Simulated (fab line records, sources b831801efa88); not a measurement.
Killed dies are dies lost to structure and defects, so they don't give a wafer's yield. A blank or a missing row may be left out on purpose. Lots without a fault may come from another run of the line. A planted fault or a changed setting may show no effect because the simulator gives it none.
One fault seen from 2 desks | flow sky130 | each desk has only its own numbers; what lay behind them comes last

THE METROLOGY DESK
What the gauges read, lot by lot, whatever tool the lot ran on: means of the sampled wafers that have a number. A lot is out of limits, marked OUT, if its mean lies more than 4 standard deviations from the usual mean; the brackets give that distance.
Columns: A = cd_nm at SKY_METAL1_CD_MEAS_15, usual 140.3 nm; B = VIA1_OVL at SKY_VIA1_OVL_MEAS_13, usual -2 nm
lot  | first seen here | A     | B
L281 | day 32 17:15    | 140.0 | 3
L282 | day 33 00:49    | 140.6 | 1
L283 | day 33 19:01    | 140.4 | -7
L284 | day 34 11:19    | 139.4 | -5
L289 | day 35 12:53    | 140.2 | -3
L291 | day 36 15:05    | 139.3 | -1
L296 | day 37 18:02    | 141.3 | -10
L297 | day 37 23:55    | 140.1 | -1
L298 | day 38 05:28    | 140.2 | -11
L300 | day 38 17:15    | 139.8 | -13
L302 | day 39 05:26    | 141.8 | 7
L303 | day 40 04:26    | 140.5 | 2
L304 | day 40 05:34    | 140.8 | 10
This desk's finding: nothing out of limits on any of the 13 lots.

THE TOOL OWNER'S DESK: implanter-04
The tool's own readings at SKY_LDD_LDN_IMPLANT_10: means of the sampled wafers that have a number, for each lot that ran on this tool. A lot is out of limits, marked OUT, if its mean lies more than 4 standard deviations from the usual mean; the brackets give that distance.
Columns: A = dose_ions_cm2 at SKY_LDD_LDN_IMPLANT_10, usual 1.2501e+13; B = faraday_current_uA at SKY_LDD_LDN_IMPLANT_10, usual 70.5
lot  | first seen here | A                            | B
L282 | day 23 03:49    | 1.2505e+13                   | 71.5
L283 | day 23 23:27    | 1.2502e+13                   | 70.9
L289 | day 25 22:39    | 6.7993e+12 (-99 or more) OUT | 37.7 (-25) OUT
L291 | day 27 03:39    | 6.7580e+12 (-99 or more) OUT | 38.3 (-25) OUT
L300 | day 29 12:02    | 1.2478e+13                   | 70.8
L304 | day 31 02:05    | 1.2494e+13                   | 70.9
This desk's finding: out of limits on L289, L291; first on L289, day 25 22:39 (dose_ions_cm2 at SKY_LDD_LDN_IMPLANT_10). In limits: L282, L283, L300, L304.

PUT TOGETHER
The tool owner's desk could have raised an alarm at day 25 22:39, on L289, L291.
The metrology desk saw nothing out of limits.
The metrology desk has L289, L291 on record, within its limits.
Of the lots named, all ran SKY_LDD_LDN_IMPLANT_10 on implanter-04.

WHAT THE SIMULATOR HAD PUT IN
Process parameter drift: implanter-04, from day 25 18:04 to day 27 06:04, at SKY_LDD_LDN_IMPLANT_10. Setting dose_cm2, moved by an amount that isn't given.
Lots struck among those shown: L289, L291.
Hours from the fault's start to each desk's first reading out of limits: the tool owner's desk, 5.
